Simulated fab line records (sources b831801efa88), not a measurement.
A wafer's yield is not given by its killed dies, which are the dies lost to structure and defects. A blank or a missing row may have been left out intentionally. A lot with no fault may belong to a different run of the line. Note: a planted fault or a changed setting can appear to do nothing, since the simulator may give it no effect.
fab line records	flow sky130
record lots=6	wafers=18	lastDay=50
route steps=708 shown VT_ADJUST_LVTN@116 VT_ADJUST_NCORE@119 VT_ADJUST_HVTR@131 PAD_OPEN@708
lots with no fault: from the same line, run without faults
startH: hours from the record's opening day to when the first of the lot's shown wafers began	waitH: how many hours have passed since the lot's step before this one	" unchanged from the row above	L1.1+2: a row that stands for several wafers	- either no value or no given start	* or withheld: withheld	< > ~ a bound
route shown NAME@n: NAME is a module with steps in the file, n the number in the route of the first one	usual: the fault-free wafers' mean and standard deviation	same: alike in all rows	chamber/n: place in a boat	sites: readings site by site	_std_site: standard deviation of those values	_edge_site: mean of outer sites minus mean of inner sites	radiusMm: how far each site lies from the wafer's centre	mask NAME#n: copy n	behind: the last tool/chamber to shape the wafer	hold: cause of the lot's hold/its duration in hours/its outcome	device: which transistor (n, p or np) failed to switch	end of line: the same wafers' tests at the end of the route	a step with no rows: only its recipe	killed: not the wafer's yield, but the dies lost to structure and defects at the first sort	map: the dies of a wafer, with x for killed, . for not killed, _ for no die there
set.NAME: the run value of the setting; set.NAME@STEP: its run value at that earlier step	model.NAME: the simulator's own value behind a step, which no gauge read
lots seen at some steps along the route; tables by step, rows by wafer
services: when a tool's chamber went out of use (startH, in hours from the record's first day, below 0 if earlier), for how many hours, and the reason
## steps
# step SKY_VT_ADJUST_LVTN_IMPLANT_19
# recipe species=B	energyKev=30	doseCm2=6.5e+11	tiltDeg=withheld
# step SKY_VT_ADJUST_LVTN_STRIP_20
# recipe chemistry=O2/N2	powerW=1400	pressureMtorr=1500	platenTempC=withheld	o2FlowSccm=3000	n2FlowSccm=300	overashFraction=0.5
# usual chamberPressureMTorr=1500.1/1.5	drypumpMotorCurrentA=5.78/0.28	oesProductAu=0.716/0.005	stripTimeToEndpointS=14.00/0.04
lot.wafer	tool	chamber	startH	waitH	chamberPressureMTorr	drypumpMotorCurrentA	oesProductAu	rfHoursCounterH	stripTimeToEndpointS
L743.1	plasmaAsher-02	1	168.92	0.1	1499.6	5.62	0.722	36	13.96
L743.5	"	0	"	"	1499.3	6.07	0.714	-	13.89
L743.6	"	1	"	"	1500.5	5.62	0.713	-	13.91
L746.1	plasmaAsher-01	0	188.75	0.1	1502.3	5.97	0.713	48	14.03
L746.4	"	0	"	"	1499.5	5.97	0.716	-	14.01
L746.5	"	0	"	"	1501.0	6.00	0.719	-	14.04
L750.2	plasmaAsher-01	0	213.42	0.1	1500.1	5.97	0.705	51	14.01
L750.4	"	1	"	"	1501.1	5.77	0.719	-	14.00
L750.5	"	0	"	"	1499.0	5.96	0.720	-	14.00
L753.1	plasmaAsher-04	0	233.65	0.1	1501.0	5.09	0.716	52	14.03
L753.3	"	1	"	"	1499.3	5.81	0.719	-	14.01
L753.4	"	0	"	"	1500.5	5.14	0.719	-	13.98
L756.1	plasmaAsher-02	0	253.26	0.1	1498.3	6.06	0.709	45	14.00
L756.3	"	0	"	"	1502.8	6.05	0.714	-	14.06
L756.6	"	0	"	"	1500.3	6.04	0.716	-	14.01
L761.1	plasmaAsher-02	1	295.67	0.1	1501.2	5.62	0.726	49	13.97
L761.2	"	0	"	"	1499.8	6.06	0.709	49	13.97
L761.4	"	1	"	"	1501.3	5.61	0.729	-	13.99
# step SKY_VT_ADJUST_LVTN_TW_MEAS_21
# usual VT_ADJUST_LVTN_2_TW=186.1/1.2
lot.wafer	tool	chamber	startH	waitH	VT_ADJUST_LVTN_2_TW
L743.1	filmMetro-02	-	169.02	0.1	184.7
L743.5	"	-	"	"	185.3
L743.6	"	-	"	"	183.4
L746.1	filmMetro-02	-	188.85	0.1	184.6
L746.4	"	-	"	"	183.6
L746.5	"	-	"	"	184.7
L750.2	filmMetro-02	-	213.53	0.1	185.3
L750.4	"	-	"	"	185.2
L750.5	"	-	"	"	185.0
L753.1	filmMetro-02	-	233.75	0.1	185.7
L753.3	"	-	"	"	184.7
L753.4	"	-	"	"	185.0
L756.1	filmMetro-02	-	253.36	0.1	185.9
L756.3	"	-	"	"	185.2
L756.6	"	-	"	"	184.6
L761.1	filmMetro-03	-	295.77	0.1	187.1
L761.2	"	-	"	"	187.0
L761.4	"	-	"	"	186.0
# step SKY_VT_ADJUST_NCORE_DEHYDRATE_00
# recipe tempC=200	timeS=60
# step SKY_VT_ADJUST_NCORE_HMDS_01
# recipe primeTimeS=60	primeTempC=120
# step SKY_VT_ADJUST_NCORE_COAT_02
# recipe resist=NOVOLAK	spinRpm=3000	resistThkNm=1140
# step SKY_VT_ADJUST_NCORE_SOFTBAKE_03
# recipe tempC=90	timeS=60	resist=NOVOLAK
# step SKY_VT_ADJUST_NCORE_EXPOSE_04
# recipe maskId=LVTN_COMPLEMENT_THIN	na=0.6	sourceShape=conventional	sigmaOuter=0.6	polarization=unpolarized	targetCdNm=380	doseMj=139
# step SKY_VT_ADJUST_NCORE_PEB_05
# recipe tempC=withheld	timeS=*	resist=NOVOLAK
# step SKY_VT_ADJUST_NCORE_DEVELOP_06
# recipe resist=NOVOLAK	developer=TMAH	developTimeS=60	devTempC=23
# step SKY_VT_ADJUST_NCORE_CD_MEAS_07
# recipe targetCdNm=380
# usual cdNm=380.4/2.3
lot.wafer	tool	chamber	startH	waitH	cdNm
L743.1	cdSem-01	-	190.61	0.1	382.0
L743.5	"	-	"	"	383.6
L743.6	"	-	"	"	381.0
L746.1	cdSem-02	-	211.36	0.1	380.6
L746.4	"	-	"	"	381.4
L746.5	"	-	"	"	381.3
L750.2	cdSem-01	-	237.53	0.1	383.1
L750.4	"	-	"	"	383.5
L750.5	"	-	"	"	381.1
L753.1	cdSem-01	-	258.51	0.1	380.9
L753.3	"	-	"	"	380.0
L753.4	"	-	"	"	381.5
L756.1	cdSem-02	-	278.76	0.1	377.9
L756.3	"	-	"	"	376.3
L756.6	"	-	"	"	378.5
L761.1	cdSem-02	-	323.81	0.1	381.0
L761.2	"	-	"	"	379.8
L761.4	"	-	"	"	380.6
# step SKY_VT_ADJUST_NCORE_OVL_MEAS_08
# usual VT_ADJUST_NCORE_OVL=-0.8/1.5
lot.wafer	tool	chamber	startH	waitH	VT_ADJUST_NCORE_OVL[nm]
L743.1	overlay-01	-	190.73	0.1	-0.5
L743.5	"	-	"	"	0.7
L743.6	"	-	"	"	-0.1
L746.1	overlay-01	-	211.48	0.1	1.1
L746.4	"	-	"	"	-2.0
L746.5	"	-	"	"	-1.5
L750.2	overlay-01	-	237.64	0.1	1.3
L750.4	"	-	"	"	-0.6
L750.5	"	-	"	"	0.1
L753.1	overlay-01	-	258.63	0.1	-2.1
L753.3	"	-	"	"	-2.0
L753.4	"	-	"	"	0.3
L756.1	overlay-02	-	278.88	0.1	-0.8
L756.3	"	-	"	"	-0.1
L756.6	"	-	"	"	-0.4
L761.1	overlay-01	-	323.93	0.1	-4.5
L761.2	"	-	"	"	-1.6
L761.4	"	-	"	"	-1.7
# step SKY_VT_ADJUST_NCORE_IMPLANT_09
# recipe species=B	energyKev=9.932	doseCm2=2.4e+12	tiltDeg=withheld
# usual doseIonsCm2=2.3996e+12/3e+09	faradayCurrentUA=13.48/0.28
lot.wafer	tool	chamber	startH	waitH	doseIonsCm2	faradayCurrentUA
L743.1	implanter-03	0	190.77	0.0	2.4006e+12	13.51
L743.5	"	0	"	"	2.3996e+12	13.00
L743.6	"	0	"	"	2.4e+12	13.34
L746.1	implanter-04	0	211.52	0.0	2.3999e+12	13.60
L746.4	"	0	"	"	2.406e+12	13.45
L746.5	"	0	"	"	2.4118e+12	13.36
L750.2	implanter-04	0	237.69	0.0	2.396e+11	1.34
L750.4	"	0	"	"	2.38e+11	1.38
L750.5	"	0	"	"	2.354e+11	1.39
L753.1	implanter-04	0	258.67	0.0	2.362e+11	1.31
L753.3	"	0	"	"	2.339e+11	1.39
L753.4	"	0	"	"	2.37e+11	1.36
L756.1	implanter-02	0	278.92	0.0	2.3953e+12	13.43
L756.3	"	0	"	"	2.4007e+12	13.67
L756.6	"	0	"	"	2.3968e+12	13.44
L761.1	implanter-03	0	323.97	0.0	2.3982e+12	13.65
L761.2	"	0	"	"	2.3986e+12	13.77
L761.4	"	0	"	"	2.401e+12	13.81
# step SKY_VT_ADJUST_NCORE_STRIP_10
# recipe chemistry=O2/N2	powerW=1400	pressureMtorr=1500	platenTempC=withheld	o2FlowSccm=3000	n2FlowSccm=300	overashFraction=0.5
# usual chamberPressureMTorr=1500.0/1.3	drypumpMotorCurrentA=5.67/0.26	oesProductAu=0.715/0.0047	stripTimeToEndpointS=14.17/0.049
lot.wafer	tool	chamber	startH	waitH	chamberPressureMTorr	drypumpMotorCurrentA	oesProductAu	rfHoursCounterH	stripTimeToEndpointS
L743.1	plasmaAsher-01	1	190.92	0.1	1501.2	5.81	0.708	49	14.25
L743.5	"	0	"	"	1499.9	6.00	0.717	-	14.22
L743.6	"	1	"	"	1501.0	5.81	0.712	-	14.29
L746.1	plasmaAsher-02	0	211.67	0.1	1498.8	6.06	0.715	40	14.13
L746.4	"	1	"	"	1500.5	5.58	0.716	-	14.17
L746.5	"	1	"	"	1500.3	5.60	0.720	-	14.16
L750.2	plasmaAsher-03	1	237.82	0.1	1498.6	5.62	0.712	11	14.17
L750.4	"	0	"	"	1500.3	5.36	0.705	-	14.16
L750.5	"	1	"	"	1501.1	5.63	0.712	-	14.11
L753.1	plasmaAsher-01	1	258.82	0.1	1499.2	5.79	0.719	55	14.17
L753.3	"	1	"	"	1499.8	5.80	0.711	-	14.19
L753.4	"	0	"	"	1501.2	6.02	0.716	-	14.15
L756.1	plasmaAsher-03	1	279.07	0.1	1502.0	5.62	0.721	15	14.17
L756.3	"	1	"	"	1500.2	5.60	0.707	-	14.16
L756.6	"	0	"	"	1500.2	5.32	0.714	-	14.14
L761.1	plasmaAsher-03	0	324.12	0.1	1499.4	5.31	0.704	18	14.18
L761.2	"	1	"	"	1499.6	5.60	0.721	18	14.17
L761.4	"	0	"	"	1500.9	5.32	0.713	-	14.18
# step SKY_VT_ADJUST_NCORE_TW_MEAS_11
# usual VT_ADJUST_NCORE_TW=216.9/1.6
lot.wafer	tool	chamber	startH	waitH	VT_ADJUST_NCORE_TW
L743.1	filmMetro-01	-	191.02	0.1	217.3
L743.5	"	-	"	"	217.8
L743.6	"	-	"	"	215.5
L746.1	filmMetro-04	-	211.77	0.1	216.7
L746.4	"	-	"	"	217.4
L746.5	"	-	"	"	218.1
L750.2	filmMetro-04	-	237.93	0.1	116.4
L750.4	"	-	"	"	118.3
L750.5	"	-	"	"	119.2
L753.1	filmMetro-01	-	258.92	0.1	116.0
L753.3	"	-	"	"	115.8
L753.4	"	-	"	"	116.1
L756.1	filmMetro-04	-	279.17	0.1	218.5
L756.3	"	-	"	"	215.1
L756.6	"	-	"	"	218.3
L761.1	filmMetro-04	-	324.22	0.1	220.1
L761.2	"	-	"	"	218.1
L761.4	"	-	"	"	218.2
# step SKY_VT_ADJUST_HVTR_DEHYDRATE_00
# recipe tempC=200	timeS=60
# step SKY_PAD_OPEN_PROBE_99
# usual killed_at_M0_to_M3=43/7.3	killed_at_M4_up=3.2/1.9	killedAtContacts=24/5.5	killedAtFrontEnd=15/4.7	killedAtOther=0.5/0.75	killedDies=85/9.5	killedOpen=46/7	killedShort=38/7.4
# same grossDies=492	killedAtBackSide=0
lot.wafer	tool	chamber	startH	waitH	killed_at_M0_to_M3	killed_at_M4_up	killedAtContacts	killedAtFrontEnd	killedAtOther	killedDies	killedOpen	killedShort	model.etest.pfet_16v.rOnOhmUm	model.etest.nfet_16v.rOnOhmUm	model.etest.pfetG5v0d10v5.rOnOhmUm	model.etest.tipP.rsOhmSq	model.etest.pfet_01v8.rOnOhmUm	model.etest.resPwellUnderGate.rsOhmSq	model.etest.nfetG5v0d10v5.rOnOhmUm	model.etest.tip_p_5v.rsOhmSq
L743.1	prober-01	-	1098.83	0.1	47	5	24	13	0	89	50	39	1.494e+04	1.407e+04	4827	6868	3063	2272	1950	2823
L743.5	prober-01	-	1099.03	0.2	38	6	27	19	0	90	53	37	1.514e+04	1.417e+04	4770	6864	3020	2264	1910	2847
L743.6	prober-01	-	1099.08	0.2	43	3	12	27	0	85	52	33	1.472e+04	1.407e+04	4717	6861	2954	2273	1914	2843
L746.1	prober-02	-	1117.13	0.1	33	3	28	26	0	90	38	52	1.532e+04	1.431e+04	4825	6923	2849	2286	1911	2837
L746.4	prober-02	-	1117.28	0.2	44	3	19	24	1	91	50	41	1.477e+04	1.42e+04	4762	6862	2967	2279	1927	2841
L746.5	prober-02	-	1117.33	0.2	49	4	25	14	1	93	55	38	1.488e+04	1.423e+04	4788	6934	2904	2292	1936	2837
L750.2	prober-02	-	1141.03	0.1	51	1	20	13	0	85	44	41	1.851e+04	1.145e+04	6012	7743	3431	2563	1655	3107
L750.4	prober-02	-	1141.13	0.2	40	3	28	19	0	90	52	38	1.807e+04	1.127e+04	6084	7775	3422	2578	1651	3090
L750.5	prober-02	-	1141.18	0.2	38	3	22	17	0	80	38	42	1.81e+04	1.124e+04	5872	7732	3354	2566	1618	3083
L753.1	prober-01	-	1156.24	0.1	53	3	27	19	0	102	50	52	1.796e+04	1.136e+04	5968	7657	3408	2614	1638	3017
L753.3	prober-01	-	1156.34	0.2	55	4	7	16	0	82	35	47	1.853e+04	1.16e+04	5898	7700	3356	2582	1630	3054
L753.4	prober-01	-	1156.39	0.2	37	0	20	17	1	75	40	35	1.836e+04	1.15e+04	5982	7678	3474	2590	1642	3026
L756.1	prober-02	-	1175.48	0.1	43	1	19	20	0	83	52	31	1.534e+04	1.396e+04	4745	6900	2996	2280	1878	2840
L756.3	prober-02	-	1175.58	0.2	35	2	29	18	0	84	43	41	1.491e+04	1.376e+04	4769	6889	3019	2278	1878	2831
L756.6	prober-02	-	1175.73	0.2	39	11	30	11	1	92	37	55	1.512e+04	1.382e+04	4762	6866	3004	2267	1854	2847
L761.1	prober-02	-	1198.88	0.1	42	3	33	16	2	96	50	44	1.553e+04	1.428e+04	4831	6979	3074	2309	1931	2836
L761.2	prober-02	-	1198.93	0.1	30	2	38	13	0	83	47	35	1.533e+04	1.418e+04	4817	6998	3096	2307	1924	2840
L761.4	prober-02	-	1199.03	0.2	33	4	24	19	1	81	40	40	1.553e+04	1.422e+04	4854	6992	3049	2304	1917	2848
# killed by level:class
L743.1 CONTACT:geometricParticle:open=12 VIA2:geometricParticle:open=11 VIA2:geometricParticle:short=6 METAL1:geometricParticle:short=6 VIA1:geometricParticle:open=6 LI_CONTACT:geometricParticle:open=5 VIA3:geometricParticle:open=5 FIELD_ISO:geometricParticle:short=4
L743.5 CONTACT:geometricParticle:open=11 VIA1:geometricParticle:open=11 POLY_GATE:geometricParticle:open=9 LI_CONTACT:geometricParticle:open=6 VIA2:geometricParticle:open=6 FIELD_ISO:geometricParticle:short=5 METAL2:geometricParticle:short=5 LI_CONTACT:geometricParticle:short=4
L743.6 VIA1:geometricParticle:open=10 FIELD_ISO:geometricParticle:open=9 VIA3:geometricParticle:open=8 FIELD_ISO:geometricParticle:short=7 VIA2:geometricParticle:open=6 POLY_GATE:geometricParticle:open=5 POLY_GATE:geometricParticle:short=4 VIA1:geometricParticle:short=4
L746.1 CONTACT:geometricParticle:open=12 POLY_GATE:geometricParticle:short=10 FIELD_ISO:geometricParticle:short=7 VIA3:geometricParticle:short=6 VIA1:geometricParticle:open=6 LI_CONTACT:geometricParticle:open=5 FIELD_ISO:geometricParticle:open=4 LOCAL_INTERCONNECT:geometricParticle:short=4
L746.4 FIELD_ISO:geometricParticle:short=10 LI_CONTACT:geometricParticle:open=10 VIA1:geometricParticle:open=10 VIA2:geometricParticle:open=6 CONTACT:geometricParticle:open=6 METAL1:geometricParticle:short=6 FIELD_ISO:geometricParticle:open=5 POLY_GATE:geometricParticle:open=5
L746.5 VIA1:geometricParticle:open=10 VIA3:geometricParticle:open=10 CONTACT:geometricParticle:open=8 POLY_GATE:geometricParticle:open=6 LI_CONTACT:geometricParticle:open=5 CONTACT:geometricParticle:short=5 METAL1:geometricParticle:short=5 VIA1:geometricParticle:short=5
L750.2 VIA1:geometricParticle:open=11 CONTACT:geometricParticle:open=8 METAL2:geometricParticle:short=8 LI_CONTACT:geometricParticle:open=6 VIA3:geometricParticle:open=6 FIELD_ISO:geometricParticle:open=5 VIA1:geometricParticle:short=5 VIA2:geometricParticle:open=5
L750.4 CONTACT:geometricParticle:open=10 LI_CONTACT:geometricParticle:open=9 VIA2:geometricParticle:open=9 VIA1:geometricParticle:open=7 METAL2:geometricParticle:short=6 FIELD_ISO:geometricParticle:short=5 POLY_GATE:geometricParticle:short=5 LI_CONTACT:geometricParticle:short=4
L750.5 CONTACT:geometricParticle:open=10 METAL1:geometricParticle:short=9 VIA1:geometricParticle:open=8 POLY_GATE:geometricParticle:open=5 LI_CONTACT:geometricParticle:open=5 VIA1:geometricParticle:short=5 POLY_GATE:geometricParticle:short=4 LOCAL_INTERCONNECT:geometricParticle:short=4
L753.1 VIA1:geometricParticle:open=13 POLY_GATE:geometricParticle:short=9 CONTACT:geometricParticle:open=9 VIA3:geometricParticle:open=8 METAL2:geometricParticle:short=8 LI_CONTACT:geometricParticle:open=7 VIA3:geometricParticle:short=7 LOCAL_INTERCONNECT:geometricParticle:short=5
L753.3 VIA1:geometricParticle:open=14 METAL2:geometricParticle:short=8 VIA3:geometricParticle:open=8 VIA1:geometricParticle:short=7 POLY_GATE:geometricParticle:short=6 FIELD_ISO:geometricParticle:short=5 METAL1:geometricParticle:short=4 VIA2:geometricParticle:open=4
L753.4 VIA1:geometricParticle:open=12 LOCAL_INTERCONNECT:geometricParticle:short=8 LI_CONTACT:geometricParticle:open=7 FIELD_ISO:geometricParticle:short=6 VIA3:geometricParticle:open=6 METAL2:geometricParticle:short=5 FIELD_ISO:geometricParticle:open=4 VIA1:geometricParticle:short=4
L756.1 CONTACT:geometricParticle:open=9 VIA2:geometricParticle:open=9 VIA3:geometricParticle:open=9 VIA1:geometricParticle:open=7 POLY_GATE:geometricParticle:short=6 FIELD_ISO:geometricParticle:short=4 FIELD_ISO:geometricParticle:open=4 POLY_GATE:geometricParticle:open=4
L756.3 LI_CONTACT:geometricParticle:open=11 CONTACT:geometricParticle:open=8 POLY_GATE:geometricParticle:open=6 CONTACT:geometricParticle:short=5 VIA1:geometricParticle:open=5 FIELD_ISO:geometricParticle:short=4 POLY_GATE:geometricParticle:short=4 METAL3:geometricParticle:short=4
L756.6 CONTACT:geometricParticle:open=11 METAL1:geometricParticle:short=9 METAL4:geometricParticle:short=8 LI_CONTACT:geometricParticle:open=7 CONTACT:geometricParticle:short=6 VIA2:geometricParticle:short=5 POLY_GATE:geometricParticle:short=5 VIA1:geometricParticle:short=5
L761.1 VIA1:geometricParticle:open=11 LOCAL_INTERCONNECT:geometricParticle:short=9 CONTACT:geometricParticle:open=8 VIA2:geometricParticle:open=7 CONTACT:geometricParticle:short=7 METAL1:geometricParticle:short=7 LI_CONTACT:geometricParticle:open=6 VIA3:geometricParticle:open=6
L761.2 CONTACT:geometricParticle:open=15 LI_CONTACT:geometricParticle:open=9 VIA2:geometricParticle:open=8 VIA3:geometricParticle:open=6 POLY_GATE:geometricParticle:short=5 LI_CONTACT:geometricParticle:short=5 LOCAL_INTERCONNECT:geometricParticle:short=5 CONTACT:geometricParticle:short=4
L761.4 CONTACT:geometricParticle:open=9 FIELD_ISO:geometricParticle:open=8 LOCAL_INTERCONNECT:geometricParticle:short=8 VIA1:geometricParticle:open=8 FIELD_ISO:geometricParticle:short=5 METAL2:geometricParticle:short=5 METAL1:geometricParticle:short=4 VIA3:geometricParticle:open=4
## services
tool	chamber	startH	hours	kind
implanter-03	-	153.40	3.1	repair
implanter-04	-	186.88	0.9	repair
implanter-03	-	229.74	5.6	pm
plasmaAsher-03	-	232.66	1.1	repair
plasmaAsher-03	-	263.08	4.1	repair
implanter-03	-	264.86	3.2	repair
implanter-02	-	274.70	4.1	pm
plasmaAsher-03	-	289.54	9.0	repair
plasmaAsher-04	-	300.90	3.5	repair
## key
firstSign step=SKY_VT_ADJUST_NCORE_IMPLANT_09	reading=doseIonsCm2	direction=down	sigmas=99+	usual=*	struck=*
effect step=SKY_VT_ADJUST_NCORE_IMPLANT_09	reading=faradayCurrentUA	direction=down	sigmas=44	usual=13.48	struck=1.36
effect step=SKY_VT_ADJUST_NCORE_TW_MEAS_11	reading=VT_ADJUST_NCORE_TW	direction=down	sigmas=61	usual=216.9	struck=117.0
modelEffect step=SKY_PAD_OPEN_PROBE_99	value=etest.pfet_16v.rOnOhmUm	without=1.525e+04	struck=1.826e+04
metAt SKY_VT_ADJUST_NCORE_IMPLANT_09
struckWafers L750.2,L750.4,L750.5,L753.1,L753.3,L753.4
testerLeftOut L750,L753
onsetBetween 211.52 237.69
fault kind=processParameterDrift	tool=implanter-04	chamber=-	onsetH=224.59	steps=SKY_VT_ADJUST_NCORE_IMPLANT_09	channel=doseCm2	offset=*	shape=step	endH=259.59	actsIn=*	stated=*
# testerLeftOut: of these lots the tester's yield and bins aren't shown, on N5 and GAA mostly nor the transistor test; their killed dies are dies lost to structure and defects alone, not to doping, threshold or leakage, so they don't give the yield
